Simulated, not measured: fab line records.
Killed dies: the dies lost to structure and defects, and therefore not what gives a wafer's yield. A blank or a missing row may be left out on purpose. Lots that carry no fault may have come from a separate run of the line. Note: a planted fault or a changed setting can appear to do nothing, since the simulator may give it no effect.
Which tool was responsible? / flow sky130 / 6 lots, 18 wafers sampled, at 2 steps of a route of 708

== WHAT THE GAUGES SHOWED, per wafer ==
SKY_SONOS_ONO_THK_MEAS_05.
lot=L697; measured=day 12 01:53; on=film_metro-01; SONOS_ONO_CVD_04_THK (nm)=5.73 5.85 5.82
lot=L701; measured=day 13 05:02; on=film_metro-01; SONOS_ONO_CVD_04_THK (nm)=5.83 5.73 5.86
lot=L704; measured=day 14 07:01; on=film_metro-02; SONOS_ONO_CVD_04_THK (nm)=5.72 5.71 5.58
lot=L708; measured=day 15 13:29; on=film_metro-01; SONOS_ONO_CVD_04_THK (nm)=5.85 5.89 5.76
lot=L712; measured=day 16 18:05; on=film_metro-01; SONOS_ONO_CVD_04_THK (nm)=5.69 5.67 5.62
lot=L718; measured=day 18 23:33; on=film_metro-02; SONOS_ONO_CVD_04_THK (nm)=6.96 6.78 6.72

== EACH LOT AND THE TOOL THAT RAN IT (in order: tool; ch and the chambers of the sampled wafers; start) ==
lot=L697; SKY_SONOS_ONO_CVD_04=lpcvd-03 ch 0, day 12 00:38
lot=L701; SKY_SONOS_ONO_CVD_04=lpcvd-03 ch 1, day 13 03:46
lot=L704; SKY_SONOS_ONO_CVD_04=lpcvd-03 ch 1, day 14 05:46
lot=L708; SKY_SONOS_ONO_CVD_04=lpcvd-03 ch 1, day 15 11:36
lot=L712; SKY_SONOS_ONO_CVD_04=lpcvd-03 ch 0, day 16 16:49
lot=L718; SKY_SONOS_ONO_CVD_04=lpcvd-03 ch 0, day 18 21:40
- SKY_SONOS_ONO_CVD_04: deposits SiO2 from SiH4/N2O, target thk 5.7199 nm.

== THE ANSWER, worked out from the rows above alone ==
Rule: what is usual is taken from the lots themselves. The widest of any qualifying gaps counts: lots, ordered by their means at a reading, are off when they make up no more than a third of the lots, leave a main group of 4 or more, and stand apart from it by 3 or more times the standard deviation of that group's means. If all means in a main group match to the digits the tables above print for the reading, that group is not used. Also off: a lot with no number at a reading for which 4 or more lots have one. The other lots that the step has rows for count as sound.
Off: at SKY_SONOS_ONO_THK_MEAS_05 (SONOS_ONO_CVD_04_THK), L718. For the main group the mean is 5.75 nm and the standard deviation 0.074.
A tool fits if, at a process step before that reading, it ran every lot that is off, and no sound lot after the first of them. The gauges at SKY_SONOS_ONO_THK_MEAS_05 are tried like those tools. This does not decide it: 2 tools fit, namely lpcvd-03 at SKY_SONOS_ONO_CVD_04 and film_metro-02 at SKY_SONOS_ONO_THK_MEAS_05.

== WHAT THE SIMULATOR HAD INSERTED ==
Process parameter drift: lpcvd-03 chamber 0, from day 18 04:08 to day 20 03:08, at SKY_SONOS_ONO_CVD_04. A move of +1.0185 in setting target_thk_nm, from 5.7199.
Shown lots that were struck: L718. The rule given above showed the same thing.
